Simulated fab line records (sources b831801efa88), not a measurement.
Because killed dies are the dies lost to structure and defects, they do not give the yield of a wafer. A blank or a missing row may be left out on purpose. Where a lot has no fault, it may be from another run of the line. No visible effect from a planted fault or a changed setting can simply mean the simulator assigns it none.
What tool caused it? + flow gf180mcu + 36 wafers from 12 lots sampled at 5 of the route's 602 steps

== WHAT EACH GAUGE READ, for each wafer ==
GF_VT_IMPLANT_RS_MEAS_49: measurement is done with a four-point probe. Usual: for MVPSD_RS the level is 1169.2 ohm/sq and the standard deviation is 2.5.
| lot  | measured     | on            | MVPSD_RS (ohm/sq)                         | flag |
|------|--------------|---------------|-------------------------------------------|------|
| L257 | day 7 16:44  | film metro-02 | 1167.8 1173.0 1168.2                      |      |
| L258 | day 7 23:19  | film metro-03 | 1170.4 1168.7 1167.2                      |      |
| L259 | day 8 08:11  | film metro-03 | 1166.6 1167.0 1167.9                      |      |
| L260 | day 8 12:00  | film metro-01 | 1169.7 1171.5 1166.6                      |      |
| L262 | day 9 04:16  | film metro-03 | 1169.2 1168.3 1169.6                      |      |
| L263 | day 9 13:02  | film metro-02 | 1169.7 1165.6 1171.9                      |      |
| L265 | day 10 01:20 | film metro-02 | 1168.5 1168.8 1167.2                      |      |
| L268 | day 10 18:42 | film metro-02 | 1179.3 1181.0 1181.1 1179.3 1181.4 1179.5 | OFF  |
| L269 | day 10 23:43 | film metro-03 | 1181.3 1183.5 1185.4 1180.8 1180.3 1183.2 | OFF  |
| L277 | day 13 05:56 | film metro-01 | 1171.0 1170.6 1167.9                      |      |
| L278 | day 13 10:47 | film metro-01 | 1172.1 1170.9 1171.4                      |      |
| L280 | day 14 04:00 | film metro-02 | 1165.1 1164.4 1164.0                      |      |

GF_PSD_OVL_MEAS_08. Usual: for PSD_OVL the level is 0.1 nm and the standard deviation is 1.4.
| lot  | measured     | on         | PSD_OVL (nm)   | flag |
|------|--------------|------------|----------------|------|
| L257 | day 14 07:27 | overlay-01 | -0.7 1.0 1.9   |      |
| L258 | day 14 19:31 | overlay-01 | -2.2 -1.0 -0.3 |      |
| L259 | day 15 04:35 | overlay-02 | 0.7 0.6 -0.1   |      |
| L260 | day 15 17:23 | overlay-01 | 0.0 -0.3 0.1   |      |
| L262 | day 16 15:28 | overlay-01 | 0.9 0.7 0.7    |      |
| L263 | day 16 23:14 | overlay-01 | 1.1 0.1 -1.2   |      |
| L265 | day 17 17:05 | overlay-01 | -1.0 1.4 2.2   |      |
| L268 | day 18 10:15 | overlay-01 | 1.0 1.7 0.3    |      |
| L269 | day 18 16:13 | overlay-02 | 0.3 -1.4 -0.9  |      |
| L277 | day 21 09:41 | overlay-02 | -0.8 0.8 0.1   |      |
| L278 | day 21 17:04 | overlay-01 | -0.7 -2.2 -1.8 |      |
| L280 | day 22 14:45 | overlay-02 | 2.8 1.0 -0.6   |      |

GF_CONTACT_BOW_MEAS_05. Usual: for CONTACT_BOW the level is 66 um and the standard deviation is 7.9.
| lot  | measured     | on            | CONTACT_BOW (um) | flag |
|------|--------------|---------------|------------------|------|
| L257 | day 15 07:23 | film metro-01 | 76 73 74         |      |
| L258 | day 15 19:32 | film metro-03 | 70 73 70         |      |
| L259 | day 16 05:17 | film metro-01 | 59 67 72         |      |
| L260 | day 16 18:11 | film metro-02 | 68 65 67         |      |
| L262 | day 17 16:38 | film metro-03 | 65 68 77         |      |
| L263 | day 18 01:24 | film metro-01 | 66 57 69         |      |
| L265 | day 18 19:20 | film metro-01 | 70 65 77         |      |
| L268 | day 19 12:52 | film metro-01 | 71 68 71         |      |
| L269 | day 19 19:14 | film metro-01 | 65 63 75         |      |
| L277 | day 22 11:10 | film metro-03 | 51 65 61         |      |
| L278 | day 22 18:55 | film metro-02 | 69 78 64         |      |
| L280 | day 23 15:50 | film metro-02 | 65 61 67         |      |

== WHAT TOOL EACH LOT RAN ON (gives the tool, then ch and the chambers of the sampled wafers, and finally the start) ==
| lot  | GF_MVPSD_IMPLANT_08             | GF_VT_IMPLANT_WET_ETCH_50       |
|------|---------------------------------|---------------------------------|
| L257 | implanter-04 ch 0, day 5 01:08  | wet bench-02 ch 1, day 7 16:50  |
| L258 | implanter-04 ch 0, day 5 08:01  | wet bench-03 ch 3, day 7 23:26  |
| L259 | implanter-03 ch 0, day 5 16:07  | wet bench-04 ch 3, day 8 08:18  |
| L260 | implanter-03 ch 0, day 5 19:37  | wet bench-04 ch 0, day 8 12:05  |
| L262 | implanter-03 ch 0, day 6 09:16  | wet bench-04 ch 0, day 9 04:23  |
| L263 | implanter-01 ch 0, day 6 16:34  | wet bench-02 ch 0, day 9 13:09  |
| L265 | implanter-03 ch 0, day 7 04:25  | wet bench-04 ch 0, day 10 01:27 |
| L268 | implanter-03 ch 0, day 7 20:55  | wet bench-02 ch 3, day 10 20:56 |
| L269 | implanter-03 ch 0, day 8 02:34  | wet bench-04 ch 1, day 11 08:45 |
| L277 | implanter-01 ch 0, day 10 01:46 | wet bench-02 ch 0, day 13 06:03 |
| L278 | implanter-04 ch 0, day 10 05:52 | wet bench-02 ch 1, day 13 10:54 |
| L280 | implanter-04 ch 0, day 10 20:02 | wet bench-03 ch 1, day 14 04:06 |
- GF_MVPSD_IMPLANT_08
- GF_VT_IMPLANT_WET_ETCH_50: etches SiO2 in dHF, target depth 20 nm, time 400 s.

== WHAT THE TOOLS THEMSELVES READ (means of the sampled wafers that have a number; where no wafer has one, the mark that the record gives instead) ==
GF_MVPSD_IMPLANT_08. Usual: dose ions cm2 reads 1.4997e+13 (standard deviation 1.9e+10).
| lot  | tool         | dose ions cm2 | flag |
|------|--------------|---------------|------|
| L257 | implanter-04 | 1.4993e+13    |      |
| L258 | implanter-04 | 1.4990e+13    |      |
| L259 | implanter-03 | 1.4986e+13    |      |
| L260 | implanter-03 | 1.4995e+13    |      |
| L262 | implanter-03 | 1.5003e+13    |      |
| L263 | implanter-01 | 1.4993e+13    |      |
| L265 | implanter-03 | 1.4989e+13    |      |
| L268 | implanter-03 | 1.4702e+13    | OFF  |
| L269 | implanter-03 | 1.4705e+13    | OFF  |
| L277 | implanter-01 | 1.4984e+13    |      |
| L278 | implanter-04 | 1.4994e+13    |      |
| L280 | implanter-04 | 1.5030e+13    |      |

== THE ANSWER, worked out from the rows above alone ==
Rule: a lot is off if the mean of its wafers that have a number lies more than 3 standard deviations from the usual mean. A lot without any number at a reading at which 4 lots or more have one is off too. The other lots that the step has rows for count as sound. Order of review: gauges by route order, followed by the tools' own readings, for which a lot's mean as printed above is used. The first step at which some lot is off is used, and at that step the reading that is off furthest; a lot without a number counts as furthest.
Off: L268, L269, seen at GF_VT_IMPLANT_RS_MEAS_49 (MVPSD_RS).
A tool fits if, at a process step before that reading, it ran every lot that is off, and no sound lot after the first of them. Not tried: the gauges at GF_VT_IMPLANT_RS_MEAS_49; whatever is off there is also off at GF_MVPSD_IMPLANT_08, on other tools, and gauge error can't account for it. One candidate fits, namely implanter-03 at GF_MVPSD_IMPLANT_08. A fault onset in the window from L265 (day 7 04:25, its last sound lot) to L268 (day 7 20:55, its first lot off) fits.
The tool's own readings at GF_MVPSD_IMPLANT_08 bear it out: on the lots that are off they differ by more than 5 times the standard deviation of the sound lots' means. dose ions cm2 reads 1.4704e+13 there against 1.4996e+13 on the sound lots.

== WHAT THE SIMULATOR HAD INSERTED ==
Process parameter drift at GF_MVPSD_IMPLANT_08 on implanter-03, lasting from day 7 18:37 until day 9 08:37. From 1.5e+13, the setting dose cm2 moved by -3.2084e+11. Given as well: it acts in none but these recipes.
Struck lots among those shown: L268, L269. The same result came from the rule above.
